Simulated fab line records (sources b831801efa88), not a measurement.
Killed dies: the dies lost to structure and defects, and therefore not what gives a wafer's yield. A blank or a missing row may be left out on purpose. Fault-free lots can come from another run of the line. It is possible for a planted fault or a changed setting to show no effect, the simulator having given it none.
fab line records + flow sky130
record
- lots=6
- wafers=18
- last_day=50
route steps=708 shown CAP2M@620 METAL4@621 PAD_OPEN@708
lots untouched by any fault: they come from a run of this same line in which no faults occurred
start_h: the number of hours between the record's first day and the start of the first shown wafer of the lot + wait_h: time in hours since the lot's previous step + " unchanged from the row above + L1.1+2: one row covering several wafers at once + - either no value or no given start + * or withheld: withheld + < > ~ a bound
route shown NAME@n: names a module that has steps shown in the file, with the first one's number in the route + usual: mean/standard deviation of fault-free wafers + same: alike in all rows + chamber/n: place in a boat + sites: the reading at each site + _std_site: their standard deviation + _edge_site: inner sites' mean taken away from outer sites' mean + radius_mm: for every site, how far away it sits from the centre of the wafer + mask NAME#n: copy n + behind: the most recent tool/chamber to have shaped the wafer + hold: why the lot was held/for how many hours/how that ended + device: the transistor (n, p or np) that didn't switch + end of line: tests of these same wafers at the route's end + a step without rows: its recipe alone + killed: the dies lost at the first sort to structure and to defects; this is not the yield of the wafer + map: shows each die of a wafer: x if killed, . if not, _ if none is there
set.NAME: the setting that was run; set.NAME@STEP: the one run at that earlier step + model.NAME: the simulator's own value behind a step, which no gauge read
lots seen at some steps along the route; tables by step, rows by wafer
services: from which hour (start_h, from the record's first day; less than 0 if before it) a tool's chamber was out of use, for how many hours, and why
## steps
# step SKY_CAP2M_CLEAN_17
# recipe
- chemistry=O3/DIW
- dry=n2_spin
# step SKY_METAL4_DEHYDRATE_05
# recipe
- temp_c=200
- time_s=60
# step SKY_METAL4_HMDS_06
# recipe
- prime_time_s=60
- prime_temp_c=120
# step SKY_METAL4_COAT_07
# recipe
- resist=BARC
- temp_c=withheld
- time_s=withheld
- spin_rpm=3000
- resist_thk_nm=60
# step SKY_METAL4_COAT_08
# recipe
- resist=KrF-thick
- spin_rpm=3000
- resist_thk_nm=1140
# step SKY_METAL4_SOFTBAKE_09
# recipe
- temp_c=100
- time_s=90
- resist=KrF-thick
# step SKY_METAL4_EXPOSE_10
# recipe
- mask_id=MM4
- na=0.68
- source_shape=annular
- sigma_inner=0.4
- sigma_outer=0.8
- target_cd_nm=300
- dose_mj=28
# step SKY_METAL4_PEB_11
# recipe
- peb_temp_c=withheld
- peb_time_s=withheld
- resist=KrF-thick
# step SKY_METAL4_DEVELOP_12
# recipe
- develop_time_s=60
- resist=KrF-thick
- dev_temp_c=21
# step SKY_METAL4_CD_MEAS_13
# recipe
- target_cd_nm=300
# usual
- cd_nm=300.5/1.5
| lot.wafer | tool      | chamber | start_h | wait_h | cd_nm |
|-----------|-----------|---------|---------|--------|-------|
| L770.1    | cd_sem-02 | -       | 1007.60 | -      | 299.9 |
| L770.4    | "         | -       | "       | "      | 299.2 |
| L770.5    | "         | -       | "       | "      | 299.9 |
| L773.1    | cd_sem-02 | -       | 1009.80 | -      | 299.2 |
| L773.5    | "         | -       | "       | "      | 299.3 |
| L773.6    | "         | -       | "       | "      | 298.6 |
| L779.1    | cd_sem-02 | -       | 1044.45 | -      | 301.9 |
| L779.3    | "         | -       | "       | "      | 302.0 |
| L779.6    | "         | -       | "       | "      | 302.1 |
| L781.3    | cd_sem-01 | -       | 1059.34 | -      | 300.8 |
| L781.4    | "         | -       | "       | "      | 301.3 |
| L781.5    | "         | -       | "       | "      | 301.1 |
| L785.3    | cd_sem-02 | -       | 1084.99 | -      | 299.6 |
| L785.4    | "         | -       | "       | "      | 299.0 |
| L785.5    | "         | -       | "       | "      | 299.4 |
| L790.2    | cd_sem-02 | -       | 1109.97 | -      | 300.6 |
| L790.4    | "         | -       | "       | "      | 300.9 |
| L790.5    | "         | -       | "       | "      | 302.3 |
# step SKY_METAL4_OVL_MEAS_14
# usual
- METAL4_OVL=2/5.3
| lot.wafer | tool       | chamber | start_h | wait_h | METAL4_OVL[nm] |
|-----------|------------|---------|---------|--------|----------------|
| L770.1    | overlay-02 | -       | 1007.72 | 0.1    | -5             |
| L770.4    | "          | -       | "       | "      | 5              |
| L770.5    | "          | -       | "       | "      | 1              |
| L773.1    | overlay-02 | -       | 1009.92 | 0.1    | 1              |
| L773.5    | "          | -       | "       | "      | -2             |
| L773.6    | "          | -       | "       | "      | -3             |
| L779.1    | overlay-01 | -       | 1044.57 | 0.1    | -10            |
| L779.3    | "          | -       | "       | "      | 0              |
| L779.6    | "          | -       | "       | "      | -2             |
| L781.3    | overlay-01 | -       | 1059.43 | 0.1    | 3              |
| L781.4    | "          | -       | "       | "      | 5              |
| L781.5    | "          | -       | "       | "      | -5             |
| L785.3    | overlay-02 | -       | 1085.08 | 0.1    | 0              |
| L785.4    | "          | -       | "       | "      | 9              |
| L785.5    | "          | -       | "       | "      | 6              |
| L790.2    | overlay-02 | -       | 1110.07 | 0.1    | -10            |
| L790.4    | "          | -       | "       | "      | -5             |
| L790.5    | "          | -       | "       | "      | -5             |
# step SKY_METAL4_DESCUM_15
# recipe
- chemistry=O2
- source_power_w=150
- bias_power_w=0
- pressure_mtorr=10
- temp_c=40
- time_s=8
# usual
- drypump_motor_current_A=5.9/0.51
- oes_product_au=1.001/0.0077
| lot.wafer | tool         | chamber | start_h | wait_h | drypump_motor_current_A | oes_product_au | rf_hours_counter_h |
|-----------|--------------|---------|---------|--------|-------------------------|----------------|--------------------|
| L770.1    | rie_metal-02 | 0       | 1007.75 | 0.0    | 5.0                     | 1.002          | 14                 |
| L770.4    | "            | 0       | "       | "      | 5.0                     | 1.008          | -                  |
| L770.5    | "            | 0       | "       | "      | 5.0                     | 1.007          | -                  |
| L773.1    | rie_metal-01 | 0       | 1009.95 | 0.0    | 6.0                     | 1.002          | 13                 |
| L773.5    | "            | 0       | "       | "      | 6.0                     | 0.999          | -                  |
| L773.6    | "            | 0       | "       | "      | 6.0                     | 1.004          | -                  |
| L779.1    | rie_metal-01 | 0       | 1044.60 | 0.0    | 6.0                     | 1.003          | 16                 |
| L779.3    | "            | 1       | "       | "      | 6.4                     | 1.015          | -                  |
| L779.6    | "            | 0       | "       | "      | 6.0                     | 1.010          | -                  |
| L781.3    | rie_metal-01 | 1       | 1059.46 | 0.0    | 6.4                     | 1.010          | -                  |
| L781.4    | "            | 0       | "       | "      | 6.0                     | 1.003          | -                  |
| L781.5    | "            | 0       | "       | "      | 6.0                     | 1.000          | -                  |
| L785.3    | rie_metal-02 | 1       | 1085.11 | 0.0    | 5.7                     | 0.991          | -                  |
| L785.4    | "            | 0       | "       | "      | 5.0                     | 0.993          | -                  |
| L785.5    | "            | 1       | "       | "      | 5.7                     | 1.002          | -                  |
| L790.2    | rie_metal-04 | 1       | 1110.10 | 0.0    | 6.5                     | 1.000          | 23                 |
| L790.4    | "            | 1       | "       | "      | 6.5                     | 1.000          | -                  |
| L790.5    | "            | 1       | "       | "      | 6.5                     | 1.006          | -                  |
# step SKY_METAL4_ETCH_16
# recipe
- chemistry=N2/H2
- target=BARC
- ion_energy_ev=200
- bias_w=100
- pressure_mtorr=30
- n2_flow_sccm=100
- h2_flow_sccm=200
- icp_w=500
- stop_on=SiO2
- time_s=88.2
- target_depth_a=600
# usual
- bias_w=100.0/0.31
- drypump_motor_current_A=5.9/0.5
- oes_product_au=0.625/0.0045
- run_length_s=116.8/0.42
- throttle_valve_pct=13.205/0.01
| lot.wafer | tool         | chamber | start_h | wait_h | bias_w | drypump_motor_current_A | oes_product_au | rf_hours_counter_h | run_length_s | throttle_valve_pct | model.KrF-thick_of_METAL4_COAT_08.thk_nm | model.METAL4.cd_nm | model.SiO2_of_CAP2M_CVD_00.thk_nm |
|-----------|--------------|---------|---------|--------|--------|-------------------------|----------------|--------------------|--------------|--------------------|------------------------------------------|--------------------|-----------------------------------|
| L770.1    | rie_metal-02 | 0       | 1007.78 | 0.0    | 99.7   | 5.0                     | 0.617          | 14                 | 117.1        | 13.218             | 1076                                     | 301                | 15.51                             |
| L770.4    | "            | 0       | "       | "      | 100.1  | 5.0                     | 0.630          | -                  | 117.2        | 13.189             | 1069                                     | 301.2              | 15.57                             |
| L770.5    | "            | 0       | "       | "      | 100.2  | 5.0                     | 0.630          | -                  | 117.0        | 13.217             | 1072                                     | 301.7              | 15.53                             |
| L773.1    | rie_metal-01 | 0       | 1010.02 | 0.1    | 99.9   | 6.0                     | 0.625          | 13                 | 116.4        | 13.220             | 1076                                     | 300.2              | 15.36                             |
| L773.5    | "            | 0       | "       | "      | 99.7   | 6.0                     | 0.619          | -                  | 116.2        | 13.215             | 1077                                     | 301.3              | 15.6                              |
| L773.6    | "            | 0       | "       | "      | 99.8   | 6.0                     | 0.627          | -                  | 116.6        | 13.193             | 1076                                     | 299.7              | 15.79                             |
| L779.1    | rie_metal-01 | 0       | 1044.63 | 0.0    | 100.1  | 6.0                     | 0.574          | 16                 | 138.6        | 13.200             | 1066                                     | 299.6              | 14.57                             |
| L779.3    | "            | 1       | "       | "      | 100.1  | 6.4                     | 0.579          | -                  | 138.3        | 13.209             | 1063                                     | 299.3              | 14.72                             |
| L779.6    | "            | 0       | "       | "      | 100.0  | 6.0                     | 0.579          | -                  | 138.5        | 13.193             | 1061                                     | 299.1              | 14.67                             |
| L781.3    | rie_metal-01 | 1       | 1059.52 | 0.0    | 100.1  | 6.4                     | 0.571          | -                  | 138.2        | 13.191             | 1066                                     | 298                | 14.22                             |
| L781.4    | "            | 0       | "       | "      | 100.2  | 6.0                     | 0.578          | -                  | 138.8        | 13.198             | 1067                                     | 298.1              | 14.53                             |
| L781.5    | "            | 0       | "       | "      | 100.3  | 6.0                     | 0.571          | -                  | 139.0        | 13.213             | 1068                                     | 298.3              | 14.44                             |
| L785.3    | rie_metal-02 | 1       | 1085.17 | 0.0    | 99.8   | 5.7                     | 0.619          | -                  | 117.1        | 13.213             | 1069                                     | 300.9              | 15.41                             |
| L785.4    | "            | 0       | "       | "      | 100.1  | 5.0                     | 0.630          | -                  | 116.7        | 13.213             | 1072                                     | 299.9              | 15.59                             |
| L785.5    | "            | 1       | "       | "      | 100.2  | 5.8                     | 0.620          | -                  | 117.0        | 13.198             | 1071                                     | 299.7              | 15.65                             |
| L790.2    | rie_metal-04 | 1       | 1110.14 | 0.0    | 99.6   | 6.5                     | 0.628          | 23                 | 116.7        | 13.199             | 1071                                     | 301.2              | 15.38                             |
| L790.4    | "            | 1       | "       | "      | 100.1  | 6.5                     | 0.625          | -                  | 116.9        | 13.208             | 1074                                     | 301.2              | 15.69                             |
| L790.5    | "            | 1       | "       | "      | 99.6   | 6.5                     | 0.621          | -                  | 116.8        | 13.216             | 1074                                     | 303.5              | 15.43                             |
# step SKY_METAL4_ETCH_17
# recipe
- target=SiO2
- stop_on=TiN
- chemistry=C4F8/O2/Ar
- source_w=1500
- bias_w=1200
- pressure_mtorr=40
- c4f8_flow_sccm=withheld
- O2_flow_sccm=6
- Ar_flow_sccm=300
- time_s=3.9
- target_depth_a=150
# usual
- bias_w=1200/3.3
- oes_product_au=0.754/0.0067
| lot.wafer | tool        | chamber | start_h | wait_h | bias_w | oes_product_au | rf_hours_counter_h | model.METAL4.cd_nm | model.etch.depth_nm |
|-----------|-------------|---------|---------|--------|--------|----------------|--------------------|--------------------|---------------------|
| L770.1    | rie_diel-03 | 0       | 1007.88 | 0.1    | 1199   | 0.749          | 16                 | 301                | 15.51               |
| L770.4    | "           | 2       | "       | "      | 1199   | 0.761          | 15                 | 301.1              | 15.57               |
| L770.5    | "           | 2       | "       | "      | 1202   | 0.757          | -                  | 301.8              | 15.53               |
| L773.1    | rie_diel-01 | 2       | 1010.21 | 0.2    | 1202   | 0.753          | 12                 | 300.2              | 15.36               |
| L773.5    | "           | 2       | "       | "      | 1203   | 0.759          | -                  | 301.3              | 15.6                |
| L773.6    | "           | 3       | "       | "      | 1196   | 0.762          | -                  | 299.7              | 15.79               |
| L779.1    | rie_diel-02 | 0       | 1044.73 | 0.1    | 1202   | 0.725          | 12                 | 299.6              | 14.57               |
| L779.3    | "           | 1       | "       | "      | 1205   | 0.742          | 7                  | 299.3              | 14.72               |
| L779.6    | "           | 0       | "       | "      | 1199   | 0.736          | -                  | 299.1              | 14.67               |
| L781.3    | rie_diel-03 | 2       | 1059.58 | 0.0    | 1198   | 0.719          | 17                 | 297.9              | 14.22               |
| L781.4    | "           | 0       | "       | "      | 1198   | 0.726          | 18                 | 298                | 14.53               |
| L781.5    | "           | 2       | "       | "      | 1193   | 0.733          | -                  | 298.2              | 14.44               |
| L785.3    | rie_diel-01 | 3       | 1085.23 | 0.0    | 1196   | 0.752          | 22                 | 300.9              | 15.41               |
| L785.4    | "           | 1       | "       | "      | 1200   | 0.753          | -                  | 299.9              | 15.59               |
| L785.5    | "           | 3       | "       | "      | 1195   | 0.756          | -                  | 299.7              | 15.65               |
| L790.2    | rie_diel-01 | 3       | 1110.23 | 0.1    | 1195   | 0.746          | 23                 | 301.2              | 15.38               |
| L790.4    | "           | 0       | "       | "      | 1196   | 0.763          | 0                  | 301.2              | 15.69               |
| L790.5    | "           | 1       | "       | "      | 1197   | 0.754          | -                  | 303.5              | 15.43               |
# step SKY_METAL4_METAL_ETCH_18
# recipe
- target_depth_a=8450
- stop_on=SiO2
- over_etch_frac=0.3
- time_s=183.1
- chemistry=Cl2/BCl3
- resist_sidewall_deg=88
- pressure_mtorr=10
- icp_w=900
- bias_w=48.5
- Cl2_flow_sccm=60
- bcl3_flow_sccm=30
# usual
- bcl3_flow_sccm=30.01/0.084
- bias_w=48.49/0.14
- drypump_motor_current_A=6.0/0.46
- oes_product_au=0.866/0.0064
- run_length_s=211.7/0.38
- throttle_valve_pct=22.263/0.0089
| lot.wafer | tool         | chamber | start_h | wait_h | bcl3_flow_sccm | bias_w | drypump_motor_current_A | oes_product_au | rf_hours_counter_h | run_length_s | throttle_valve_pct | model.KrF-thick_of_METAL4_COAT_08.thk_nm |
|-----------|--------------|---------|---------|--------|----------------|--------|-------------------------|----------------|--------------------|--------------|--------------------|------------------------------------------|
| L770.1    | rie_metal-01 | 0       | 1007.90 | 0.0    | 30.09          | 48.57  | 6.0                     | 0.873          | 13                 | 211.7        | 22.258             | 529.1                                    |
| L770.4    | "            | 0       | "       | "      | 29.99          | 48.20  | 6.0                     | 0.871          | -                  | 211.7        | 22.262             | 519.3                                    |
| L770.5    | "            | 0       | "       | "      | 30.12          | 48.36  | 6.0                     | 0.881          | -                  | 211.3        | 22.260             | 524.3                                    |
| L773.1    | rie_metal-04 | 0       | 1010.23 | 0.0    | 29.98          | 48.51  | 6.3                     | 0.866          | 20                 | 212.1        | 22.249             | 521.2                                    |
| L773.5    | "            | 1       | "       | "      | 30.00          | 48.51  | 6.5                     | 0.860          | -                  | 211.7        | 22.258             | 520.7                                    |
| L773.6    | "            | 0       | "       | "      | 29.90          | 48.32  | 6.3                     | 0.858          | -                  | 211.8        | 22.275             | 526                                      |
| L779.1    | rie_metal-04 | 0       | 1044.75 | 0.0    | 29.98          | 48.59  | 6.3                     | 0.875          | 22                 | 211.8        | 22.264             | 526.9                                    |
| L779.3    | "            | 0       | "       | "      | 30.00          | 48.55  | 6.2                     | 0.862          | -                  | 211.9        | 22.269             | 522.5                                    |
| L779.6    | "            | 0       | "       | "      | 29.97          | 48.44  | 6.3                     | 0.883          | -                  | 212.1        | 22.259             | 523                                      |
| L781.3    | rie_metal-02 | 1       | 1059.66 | 0.1    | 30.05          | 48.51  | 5.7                     | 0.867          | -                  | 211.8        | 22.249             | 519.5                                    |
| L781.4    | "            | 0       | "       | "      | 30.11          | 48.49  | 5.0                     | 0.863          | -                  | 211.8        | 22.267             | 519.7                                    |
| L781.5    | "            | 0       | "       | "      | 30.11          | 48.45  | 5.0                     | 0.865          | -                  | 212.0        | 22.262             | 515.1                                    |
| L785.3    | rie_metal-01 | 0       | 1085.31 | 0.1    | 30.06          | 48.71  | 6.0                     | 0.854          | -                  | 211.4        | 22.274             | 517.3                                    |
| L785.4    | "            | 1       | "       | "      | 29.93          | 48.52  | 6.4                     | 0.846          | -                  | 211.6        | 22.263             | 514.6                                    |
| L785.5    | "            | 0       | "       | "      | 30.08          | 48.53  | 6.0                     | 0.856          | -                  | 211.1        | 22.263             | 519.8                                    |
| L790.2    | rie_metal-01 | 0       | 1110.25 | 0.0    | 30.05          | 48.41  | 6.0                     | 0.867          | 21                 | 211.2        | 22.271             | 516.4                                    |
| L790.4    | "            | 0       | "       | "      | 30.08          | 48.62  | 6.0                     | 0.862          | -                  | 211.3        | 22.269             | 522.3                                    |
| L790.5    | "            | 0       | "       | "      | 29.88          | 48.49  | 6.0                     | 0.871          | -                  | 211.6        | 22.271             | 523.5                                    |
# step SKY_METAL4_STRIP_19
# recipe
- chemistry=O2/N2
- power_w=1400
- pressure_mtorr=1500
- platen_temp_c=withheld
- o2_flow_sccm=3000
- n2_flow_sccm=300
- overash_fraction=0.5
# usual
- drypump_motor_current_A=5.8/0.38
- oes_product_au=0.501/0.0054
- strip_time_to_endpoint_s=6.51/0.074
| lot.wafer | tool            | chamber | start_h | wait_h | drypump_motor_current_A | oes_product_au | rf_hours_counter_h | strip_time_to_endpoint_s |
|-----------|-----------------|---------|---------|--------|-------------------------|----------------|--------------------|--------------------------|
| L770.1    | plasma_asher-01 | 0       | 1008.26 | 0.3    | 6.1                     | 0.502          | 25                 | 6.56                     |
| L770.4    | "               | 1       | "       | "      | 5.6                     | 0.497          | -                  | 6.45                     |
| L770.5    | "               | 1       | "       | "      | 5.6                     | 0.498          | -                  | 6.52                     |
| L773.1    | plasma_asher-01 | 1       | 1010.41 | 0.1    | 5.6                     | 0.508          | 26                 | 6.47                     |
| L773.5    | "               | 1       | "       | "      | 5.6                     | 0.500          | -                  | 6.45                     |
| L773.6    | "               | 0       | "       | "      | 6.1                     | 0.506          | -                  | 6.53                     |
| L779.1    | plasma_asher-01 | 1       | 1044.93 | 0.1    | 5.6                     | 0.494          | 29                 | 6.53                     |
| L779.3    | "               | 0       | "       | "      | 6.1                     | 0.506          | -                  | 6.50                     |
| L779.6    | "               | 1       | "       | "      | 5.6                     | 0.511          | -                  | 6.49                     |
| L781.3    | plasma_asher-03 | 0       | 1059.84 | 0.1    | 5.8                     | 0.505          | -                  | 6.46                     |
| L781.4    | "               | 1       | "       | "      | 5.3                     | 0.504          | -                  | 6.47                     |
| L781.5    | "               | 1       | "       | "      | 5.3                     | 0.498          | -                  | 6.42                     |
| L785.3    | plasma_asher-01 | 0       | 1085.46 | 0.1    | 6.2                     | 0.500          | -                  | 6.43                     |
| L785.4    | "               | 1       | "       | "      | 5.6                     | 0.501          | -                  | 6.40                     |
| L785.5    | "               | 1       | "       | "      | 5.5                     | 0.503          | -                  | 6.46                     |
| L790.2    | plasma_asher-01 | 0       | 1110.43 | 0.1    | 6.2                     | 0.489          | 37                 | 6.43                     |
| L790.4    | "               | 0       | "       | "      | 6.1                     | 0.492          | -                  | 6.49                     |
| L790.5    | "               | 0       | "       | "      | 6.1                     | 0.501          | -                  | 6.49                     |
# step SKY_PAD_OPEN_PROBE_99
# usual
- killed_at_M0_to_M3=44/7.4
- killed_at_M4_up=3.0/1.6
- killed_at_contacts=24/5
- killed_at_front_end=15/4.6
- killed_at_other=0.4/0.65
- killed_dies=86/9.6
- killed_open=48/7.4
- killed_short=38/6.9
# same
- gross_dies=492
- killed_at_back_side=0
| lot.wafer | tool      | chamber | start_h | wait_h | killed_at_M0_to_M3 | killed_at_M4_up | killed_at_contacts | killed_at_front_end | killed_at_other | killed_dies | killed_open | killed_short |
|-----------|-----------|---------|---------|--------|--------------------|-----------------|--------------------|---------------------|-----------------|-------------|-------------|--------------|
| L770.1    | prober-02 | -       | 1107.96 | 0.1    | 45                 | 1               | 24                 | 9                   | 0               | 79          | 49          | 30           |
| L770.4    | prober-02 | -       | 1108.11 | 0.2    | 54                 | 6               | 20                 | 14                  | 0               | 94          | 58          | 36           |
| L770.5    | prober-02 | -       | 1108.16 | 0.2    | 40                 | 2               | 18                 | 16                  | 0               | 76          | 47          | 29           |
| L773.1    | prober-01 | -       | 1108.28 | 0.1    | 48                 | 2               | 21                 | 7                   | 0               | 78          | 43          | 35           |
| L773.5    | prober-01 | -       | 1108.48 | 0.2    | 57                 | 2               | 22                 | 20                  | 0               | 101         | 64          | 37           |
| L773.6    | prober-01 | -       | 1108.53 | 0.2    | 48                 | 0               | 26                 | 13                  | 0               | 87          | 51          | 36           |
| L779.1    | prober-02 | -       | 1133.69 | 0.1    | 55                 | 2               | 29                 | 16                  | 1               | 103         | 53          | 49           |
| L779.3    | prober-02 | -       | 1133.79 | 0.2    | 47                 | 1               | 29                 | 8                   | 0               | 85          | 44          | 40           |
| L779.6    | prober-02 | -       | 1133.94 | 0.2    | 52                 | 2               | 20                 | 7                   | 0               | 81          | 38          | 43           |
| L781.3    | prober-01 | -       | 1146.01 | 0.2    | 47                 | 1               | 31                 | 15                  | 0               | 94          | 49          | 45           |
| L781.4    | prober-01 | -       | 1146.06 | 0.2    | 41                 | 2               | 32                 | 11                  | 1               | 87          | 38          | 48           |
| L781.5    | prober-01 | -       | 1146.11 | 0.2    | 53                 | 4               | 10                 | 11                  | 1               | 79          | 46          | 32           |
| L785.3    | prober-01 | -       | 1168.16 | 0.2    | 48                 | 3               | 25                 | 9                   | 0               | 85          | 49          | 36           |
| L785.4    | prober-01 | -       | 1168.21 | 0.2    | 47                 | 1               | 36                 | 5                   | 0               | 89          | 52          | 36           |
| L785.5    | prober-01 | -       | 1168.26 | 0.2    | 52                 | 3               | 29                 | 9                   | 1               | 94          | 49          | 42           |
| L790.2    | prober-02 | -       | 1188.23 | 0.1    | 44                 | 1               | 24                 | 20                  | 0               | 89          | 49          | 40           |
| L790.4    | prober-02 | -       | 1188.33 | 0.2    | 39                 | 4               | 27                 | 15                  | 0               | 85          | 39          | 46           |
| L790.5    | prober-02 | -       | 1188.38 | 0.2    | 51                 | 3               | 34                 | 8                   | 0               | 96          | 55          | 41           |
# killed by level:class
L770.1 VIA1:geometric_particle:open=17 LI_CONTACT:geometric_particle:open=7 CONTACT:geometric_particle:open=7 VIA2:geometric_particle:open=6 CONTACT:geometric_particle:short=6 VIA1:geometric_particle:short=6 METAL1:geometric_particle:short=4 VIA3:geometric_particle:open=4
L770.4 VIA1:geometric_particle:open=18 VIA2:geometric_particle:open=11 CONTACT:geometric_particle:open=10 METAL1:geometric_particle:short=6 FIELD_ISO:geometric_particle:open=5 LOCAL_INTERCONNECT:geometric_particle:short=5 METAL4:geometric_particle:short=5 FIELD_ISO:geometric_particle:short=4
L770.5 VIA1:geometric_particle:open=12 LI_CONTACT:geometric_particle:open=7 VIA3:geometric_particle:open=7 FIELD_ISO:geometric_particle:open=4 POLY_GATE:geometric_particle:open=4 METAL3:geometric_particle:short=4 POLY_GATE:geometric_particle:short=3 LI_CONTACT:geometric_particle:short=3
L773.1 LI_CONTACT:geometric_particle:open=9 METAL1:geometric_particle:short=9 VIA1:geometric_particle:open=8 VIA3:geometric_particle:open=8 VIA2:geometric_particle:open=6 CONTACT:geometric_particle:short=5 CONTACT:geometric_particle:open=5 METAL2:geometric_particle:short=5
L773.5 VIA1:geometric_particle:open=14 VIA2:geometric_particle:open=14 VIA3:geometric_particle:open=9 POLY_GATE:geometric_particle:short=8 METAL2:geometric_particle:short=7 CONTACT:geometric_particle:open=7 LI_CONTACT:geometric_particle:open=6 FIELD_ISO:geometric_particle:open=5
L773.6 VIA1:geometric_particle:open=15 CONTACT:geometric_particle:open=12 METAL1:geometric_particle:short=6 VIA1:geometric_particle:short=6 METAL2:geometric_particle:short=6 LI_CONTACT:geometric_particle:open=5 VIA2:geometric_particle:open=5 VIA3:geometric_particle:open=5
L779.1 VIA1:geometric_particle:open=12 METAL2:geometric_particle:short=9 VIA1:geometric_particle:short=8 VIA2:geometric_particle:open=8 LI_CONTACT:geometric_particle:open=7 CONTACT:geometric_particle:open=7 CONTACT:geometric_particle:short=6 VIA3:geometric_particle:open=6
L779.3 VIA1:geometric_particle:open=10 LI_CONTACT:geometric_particle:open=9 CONTACT:geometric_particle:open=8 VIA2:geometric_particle:open=8 VIA1:geometric_particle:short=7 METAL1:geometric_particle:short=5 LOCAL_INTERCONNECT:geometric_particle:short=4 CONTACT:geometric_particle:short=4
L779.6 METAL1:geometric_particle:short=8 VIA3:geometric_particle:open=7 VIA1:geometric_particle:open=7 VIA2:geometric_particle:open=7 CONTACT:geometric_particle:open=6 CONTACT:geometric_particle:short=6 METAL2:geometric_particle:short=5 VIA2:geometric_particle:short=5
L781.3 VIA1:geometric_particle:open=11 CONTACT:geometric_particle:short=10 VIA2:geometric_particle:open=9 CONTACT:geometric_particle:open=9 METAL2:geometric_particle:short=7 VIA1:geometric_particle:short=6 LOCAL_INTERCONNECT:geometric_particle:short=5 POLY_GATE:geometric_particle:open=4
L781.4 CONTACT:geometric_particle:short=11 CONTACT:geometric_particle:open=9 LI_CONTACT:geometric_particle:open=6 METAL1:geometric_particle:short=6 VIA3:geometric_particle:open=6 LOCAL_INTERCONNECT:geometric_particle:short=5 VIA1:geometric_particle:open=5 VIA2:geometric_particle:open=5
L781.5 VIA1:geometric_particle:open=13 VIA2:geometric_particle:open=8 VIA3:geometric_particle:open=6 FIELD_ISO:geometric_particle:open=5 CONTACT:geometric_particle:open=5 VIA1:geometric_particle:short=5 FIELD_ISO:geometric_particle:short=4 VIA3:geometric_particle:short=4
L785.3 VIA2:geometric_particle:open=10 VIA1:geometric_particle:open=9 CONTACT:geometric_particle:open=8 LI_CONTACT:geometric_particle:open=7 VIA3:geometric_particle:open=6 METAL2:geometric_particle:short=5 VIA1:geometric_particle:short=4 VIA3:geometric_particle:short=4
L785.4 VIA1:geometric_particle:open=16 CONTACT:geometric_particle:open=14 LI_CONTACT:geometric_particle:open=8 METAL1:geometric_particle:short=7 VIA1:geometric_particle:short=6 CONTACT:geometric_particle:short=5 VIA2:geometric_particle:open=5 VIA3:geometric_particle:open=5
L785.5 VIA3:geometric_particle:open=10 CONTACT:geometric_particle:open=10 LI_CONTACT:geometric_particle:open=7 VIA1:geometric_particle:open=7 LOCAL_INTERCONNECT:geometric_particle:short=6 VIA2:geometric_particle:open=6 METAL1:geometric_particle:short=5 VIA1:geometric_particle:short=5
L790.2 VIA1:geometric_particle:open=16 CONTACT:geometric_particle:open=8 POLY_GATE:geometric_particle:open=6 POLY_GATE:geometric_particle:short=6 VIA2:geometric_particle:open=6 LI_CONTACT:geometric_particle:open=6 VIA1:geometric_particle:short=6 METAL2:geometric_particle:short=6
L790.4 CONTACT:geometric_particle:open=8 VIA1:geometric_particle:open=8 FIELD_ISO:geometric_particle:short=6 LI_CONTACT:geometric_particle:open=6 CONTACT:geometric_particle:short=6 METAL2:geometric_particle:short=6 VIA2:geometric_particle:open=5 METAL3:geometric_particle:short=4
L790.5 CONTACT:geometric_particle:open=15 VIA1:geometric_particle:open=14 CONTACT:geometric_particle:short=8 VIA1:geometric_particle:short=8 LI_CONTACT:geometric_particle:open=6 METAL2:geometric_particle:short=5 VIA2:geometric_particle:open=4 VIA2:geometric_particle:short=4
## services
| tool            | chamber | start_h | hours | kind           |
|-----------------|---------|---------|-------|----------------|
| rie_metal-02    | 0       | 994.43  | 4.1   | repair         |
| rie_metal-01    | 1       | 1002.47 | -     | clean          |
| rie_metal-01    | 1       | 1002.47 | 20.2  | scheduled_down |
| rie_metal-01    | 1       | 1002.47 | 20.2  | vent_cycle     |
| rie_diel-02     | -       | 1004.56 | 0.9   | repair         |
| rie_diel-02     | -       | 1010.27 | 1.0   | repair         |
| plasma_asher-01 | -       | 1019.67 | 1.0   | repair         |
| rie_diel-02     | 0       | 1023.55 | 8.7   | repair         |
| rie_diel-02     | 3       | 1026.15 | 3.9   | repair         |
| rie_diel-02     | 1       | 1028.50 | 1.7   | repair         |
| rie_diel-01     | 1       | 1029.55 | 3.8   | repair         |
| rie_diel-02     | 3       | 1031.20 | 9.1   | repair         |
| plasma_asher-03 | -       | 1046.76 | 0.8   | repair         |
| rie_metal-01    | 1       | 1051.60 | 5.9   | repair         |
| rie_diel-01     | 1       | 1074.85 | 7.2   | repair         |
| rie_diel-01     | -       | 1081.14 | 0.6   | repair         |
| rie_diel-01     | 0       | 1083.23 | -     | clean          |
| rie_diel-01     | 0       | 1083.23 | 17.0  | scheduled_down |
| rie_diel-01     | 0       | 1083.23 | 17.0  | vent_cycle     |
| plasma_asher-03 | -       | 1084.36 | 4.3   | repair         |
| rie_diel-02     | -       | 1104.64 | 2.3   | repair         |
| rie_diel-03     | 3       | 1107.77 | 2.6   | repair         |
## key
first_sign
- step=SKY_METAL4_ETCH_16
- reading=run_length_s
- direction=up
- sigmas=52
- usual=*
- struck=*
effect
- step=SKY_METAL4_ETCH_16
- reading=oes_product_au
- direction=down
- sigmas=11
- usual=0.625
- struck=0.575
effect
- step=SKY_METAL4_ETCH_17
- reading=oes_product_au
- direction=down
- sigmas=3.5
- usual=0.754
- struck=0.730
model_effect
- step=SKY_METAL4_ETCH_16
- value=KrF-thick_of_METAL4_COAT_08.thk_nm
- without=1078
- struck=1065
model_effect
- step=SKY_METAL4_ETCH_17
- value=METAL4.cd_nm
- without=302.9
- struck=298.7
model_effect
- step=SKY_METAL4_METAL_ETCH_18
- value=KrF-thick_of_METAL4_COAT_08.thk_nm
- without=533.8
- struck=521.1
met_at SKY_METAL4_ETCH_16
struck_wafers L779.1,L779.3,L779.6,L781.3,L781.4,L781.5
tester_left_out L781
onset_between 1010.02 1044.63
earlier_fault
- kind=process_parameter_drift
- tool=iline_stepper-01
- chamber=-
- onset_h=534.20
- steps=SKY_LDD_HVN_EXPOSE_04
- channel=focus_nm
- offset=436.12
- spread_by_wafer=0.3
- shape=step
- end_h=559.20
fault
- kind=process_parameter_drift
- tool=rie_metal-01
- chamber=-
- onset_h=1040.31
- steps=SKY_METAL4_ETCH_16
- channel=time_s
- offset=*
- shape=step
- acts_in=*
- stated=*
# tester_left_out: of these lots the tester's yield and bins aren't shown, on N5 and GAA mostly nor the transistor test; their killed dies are dies lost to structure and defects alone, not to doping, threshold or leakage, so they don't give the yield
